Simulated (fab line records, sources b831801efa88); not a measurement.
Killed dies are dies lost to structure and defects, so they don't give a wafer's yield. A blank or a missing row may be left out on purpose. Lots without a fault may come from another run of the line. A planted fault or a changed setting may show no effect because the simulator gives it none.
Problem report in the 8D (eight disciplines) form, filled by code | flow gf180mcu | the parts of the form that need people (team, actions taken, sign-off) are left out

1. THE PROBLEM
rf_fwd_power_W at GF_PASSIVATION_CVD_00 reads a mean of 692.6 W on 6 wafers of 2 lots; wafers without a fault read 597.1 W with a standard deviation of 1.9. That is +50 standard deviations from the usual mean.
The step: deposits SiO2 from TEOS, target thk 1000 nm, time 111.95 s.
First seen on wafer L582.2, day 30 06:44, on pecvd-01. The record holds 18 wafers of 6 lots with a number at this step. Rule for "out", or "out of limits": more than 4 standard deviations from the usual mean. The other wafers with a number count as sound.

2. WHAT IT IS AND WHAT IT IS NOT
question                    | is                     | is not
which readings at this step | rf_fwd_power_W         | -
which lots                  | L582, L583             | L579, L581, L591, L594
which wafers of those lots  | all that have a number | -
read on which tools         | pecvd-01               | pecvd-03, pecvd-04
when                        | from day 30 06:44      | up to then (6 sound wafers); but 6 sound wafers of L591, L594 came after

3. SUSPECTS, AND WHAT RULES EACH OUT
Counting: a tool at a process step up to the reading stays a suspect if it ran every lot that is out and no sound lot after the first of them.
- rie_metal-02 at GF_TOP_METAL_METAL_ETCH_16 (etches the open film in Cl2/BCl3, stops on SiO2, target depth 1197 nm, time 199.5 s): ruled out as a lasting fault. Sound lots L594 ran on it after its first lot that is out, L582 (day 30 05:59).
- pecvd-01 at GF_PASSIVATION_CVD_00 (deposits SiO2 from TEOS, target thk 1000 nm, time 111.95 s): kept. It ran every lot that is out, first L582 (day 30 06:44), and no sound lot after that; its last sound lot up to then is L581 (day 30 00:17). Its own readings are out on those wafers: rf_fwd_power_W.
Left after counting: pecvd-01 at GF_PASSIVATION_CVD_00.

4. THE CAUSE (what the simulator had put in)
Process parameter drift: pecvd-01, from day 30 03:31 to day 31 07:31, at GF_PASSIVATION_CVD_00. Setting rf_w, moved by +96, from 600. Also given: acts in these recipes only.
Counting left only this tool.

5. THE CHAIN OF EFFECTS, in route order
Each row: a reading whose mean over the struck wafers that have a number lies more than 3 standard deviations from the usual. Only readings for which the record gives a usual standard deviation are gone through. hours: the time from each lot's start at the first step in this table that gives one to its start at this step, as a median over the lots. sigmas: the change in usual standard deviations.
hours | step                  | reading        | usual   | on struck wafers | change | sigmas
0     | GF_PASSIVATION_CVD_00 | rf_fwd_power_W | 597.1 W | 692.6            | +95.5  | +50
The process steps in it:
- GF_PASSIVATION_CVD_00: deposits SiO2 from TEOS, target thk 1000 nm, time 111.95 s.
Later measuring or inspecting steps at which every struck wafer that the step has a row for has a number for every such reading, and none has moved that far: GF_PASSIVATION_THK_MEAS_01.

6. WHAT WOULD HAVE CAUGHT IT SOONER
In this record the first reading out of limits was taken at day 30 06:44, 3 hours after the fault began at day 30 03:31.
